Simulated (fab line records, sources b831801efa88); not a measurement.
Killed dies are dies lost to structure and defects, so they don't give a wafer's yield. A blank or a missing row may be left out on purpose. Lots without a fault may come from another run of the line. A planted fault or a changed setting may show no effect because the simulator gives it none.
Which tool did it? | flow sky130 | 9 lots, 27 wafers sampled, at 4 steps of a route of 708

WHAT THE GAUGES READ, wafer by wafer
SKY_SD_N_RS_MEAS_16: measures by four-point-probe. Usual: SD_N_RS 68.49 ohm/sq, standard deviation 0.13.
lot  | measured     | on            | SD_N_RS (ohm/sq)  | flag
L289 | day 29 06:53 | film_metro-03 | 68.61 68.55 68.58 |
L290 | day 29 06:20 | film_metro-02 | 68.44 68.41 68.40 |
L291 | day 29 18:25 | film_metro-04 | 68.40 68.36 68.35 |
L292 | day 29 21:20 | film_metro-02 | 68.53 68.54 68.49 |
L302 | day 33 03:58 | film_metro-04 | 68.55 68.56 68.46 |
L304 | day 33 13:49 | film_metro-04 | 68.36 68.33 68.58 |
L305 | day 33 17:53 | film_metro-04 | 68.39 68.38 68.39 |
L307 | day 34 09:58 | film_metro-02 | 68.54 68.46 68.48 |
L308 | day 34 20:18 | film_metro-04 | 68.45 68.50 68.49 |

WHICH TOOL RAN EACH LOT (tool, then ch and the chambers of the sampled wafers, then the start)
lot  | SKY_FIELD_ISO_ETCH_17           | SKY_POLY_GATE_ETCH_16              | SKY_SD_N_RTA_14
L289 | rie_si-02 ch 0,1,3, day 2 05:52 | rie_diel-01 ch 0,1,3, day 17 12:34 | rtp_anneal-02 ch 0, day 29 06:43
L290 | rie_si-02 ch 2,3, day 2 10:34   | rie_diel-03 ch 0,2,3, day 17 11:26 | rtp_anneal-01 ch 0, day 29 06:10
L291 | rie_si-02 ch 0,1,3, day 2 16:43 | rie_diel-01 ch 0,1,2, day 18 02:02 | rtp_anneal-01 ch 0, day 29 18:14
L292 | rie_si-01 ch 0,1,3, day 2 20:56 | rie_diel-03 ch 1,2,3, day 18 02:14 | rtp_anneal-02 ch 0, day 29 21:08
L302 | rie_si-02 ch 0,1,2, day 5 00:58 | rie_diel-04 ch 0,1,3, day 21 21:47 | rtp_anneal-02 ch 0, day 33 03:47
L304 | rie_si-01 ch 0,1,3, day 5 10:16 | rie_diel-01 ch 1,2,3, day 22 09:55 | rtp_anneal-02 ch 0, day 33 13:38
L305 | rie_si-01 ch 0,1,2, day 5 16:52 | rie_diel-04 ch 0,2,3, day 22 13:20 | rtp_anneal-01 ch 0, day 33 17:43
L307 | rie_si-01 ch 1,2,3, day 6 03:37 | rie_diel-03 ch 2,3, day 23 08:35   | rtp_anneal-01 ch 0, day 34 09:48
L308 | rie_si-01 ch 2,3, day 6 09:13   | rie_diel-03 ch 0,2, day 23 17:14   | rtp_anneal-02 ch 0, day 34 20:07
- SKY_FIELD_ISO_ETCH_17: etches Si in HBr/Cl2/O2, target depth 342 nm, time 97.7 s.
- SKY_POLY_GATE_ETCH_16: etches Si3N4 in CH3F/O2, stops on poly-Si, time 147.5 s, target depth 75 nm.
- SKY_SD_N_RTA_14: time 2 s.

WHAT THE TOOLS THEMSELVES READ (means of the sampled wafers that have a number; where no wafer has one, the mark that the record gives instead)
SKY_FIELD_ISO_ETCH_17. Usual: drypump_motor_current_A 5.6 A, standard deviation 0.5; oes_product_au 1.001 a.u., standard deviation 0.0092; throttle_valve_pct 25.656 %, standard deviation 0.01.
lot  | tool      | drypump_motor_current_A (A) | oes_product_au (a.u.) | throttle_valve_pct (%) | flag
L289 | rie_si-02 | 5.8                         | 0.995                 | 25.662                 |
L290 | rie_si-02 | 5.0                         | 0.998                 | 25.652                 |
L291 | rie_si-02 | 5.8                         | 1.006                 | 25.644                 |
L292 | rie_si-01 | 5.6                         | 1.011                 | 25.651                 |
L302 | rie_si-02 | 5.7                         | 0.931                 | 25.704                 | OFF
L304 | rie_si-01 | 5.6                         | 0.993                 | 25.656                 |
L305 | rie_si-01 | 5.7                         | 1.003                 | 25.657                 |
L307 | rie_si-01 | 5.8                         | 1.009                 | 25.651                 |
L308 | rie_si-01 | 5.8                         | 1.012                 | 25.644                 |

SKY_POLY_GATE_ETCH_16. Usual: ch3f_flow_sccm 39.99 sccm, standard deviation 0.12; drypump_motor_current_A 5.7 A, standard deviation 0.33; oes_product_au 0.640 a.u., standard deviation 0.0052; throttle_valve_pct 10.536 %, standard deviation 0.0099.
lot  | tool        | ch3f_flow_sccm (sccm) | drypump_motor_current_A (A) | oes_product_au (a.u.) | throttle_valve_pct (%) | flag
L289 | rie_diel-01 | 39.88                 | 5.8                         | 0.635                 | 10.530                 |
L290 | rie_diel-03 | 40.01                 | 5.8                         | 0.643                 | 10.527                 |
L291 | rie_diel-01 | 40.01                 | 5.7                         | 0.635                 | 10.539                 |
L292 | rie_diel-03 | 39.98                 | 5.8                         | 0.630                 | 10.532                 |
L302 | rie_diel-04 | 40.01                 | 5.6                         | 0.643                 | 10.533                 |
L304 | rie_diel-01 | 40.01                 | 5.5                         | 0.640                 | 10.534                 |
L305 | rie_diel-04 | 40.01                 | 5.6                         | 0.640                 | 10.541                 |
L307 | rie_diel-03 | 40.17                 | 5.6                         | 0.638                 | 10.529                 |
L308 | rie_diel-03 | 39.96                 | 5.5                         | 0.640                 | 10.551                 |

SKY_SD_N_RTA_14. Usual: lamp_power_pct 15.74 %, standard deviation 0.055; wafer_temp_C_max 1078.2, standard deviation 1.3.
lot  | tool          | lamp_power_pct (%) | wafer_temp_C_max | flag
L289 | rtp_anneal-02 | 15.76              | 1077.5           |
L290 | rtp_anneal-01 | 15.74              | 1078.0           |
L291 | rtp_anneal-01 | 15.80              | 1077.4           |
L292 | rtp_anneal-02 | 15.75              | 1078.1           |
L302 | rtp_anneal-02 | 15.73              | 1078.1           |
L304 | rtp_anneal-02 | 15.72              | 1078.2           |
L305 | rtp_anneal-01 | 15.72              | 1078.7           |
L307 | rtp_anneal-01 | 15.74              | 1078.8           |
L308 | rtp_anneal-02 | 15.77              | 1078.4           |

THE ANSWER, worked out from the rows above alone
Rule: a lot is off if the mean of its wafers that have a number lies more than 3 standard deviations from the usual mean. A lot without any number at a reading at which 4 lots or more have one is off too. The other lots that the step has rows for count as sound. The gauges are gone through in route order, then the tools' own readings, and for those a lot's mean is taken as printed above. The first step at which some lot is off is used, and at that step the reading that is off furthest; a lot without a number counts as furthest.
Off: L302, at SKY_FIELD_ISO_ETCH_17 (oes_product_au).
A tool fits if, at that step or a process step before it, it ran every lot that is off, and no sound lot after the first of them. One fits: rie_si-02 at SKY_FIELD_ISO_ETCH_17. Its last sound lot is L291 (day 2 16:43), its first lot that is off L302 (day 5 00:58): a fault that began between those two fits.
The tool's own readings at SKY_FIELD_ISO_ETCH_17 bear it out: on the lots that are off they differ by more than 5 times the standard deviation of the sound lots' means. oes_product_au reads 0.931 a.u. there against 1.003 a.u. on the sound lots; throttle_valve_pct reads 25.704 % there against 25.652 % on the sound lots.

WHAT THE SIMULATOR HAD PUT IN
Process parameter drift: rie_si-02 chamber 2, from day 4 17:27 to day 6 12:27, at SKY_FIELD_ISO_ETCH_17. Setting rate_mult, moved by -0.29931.
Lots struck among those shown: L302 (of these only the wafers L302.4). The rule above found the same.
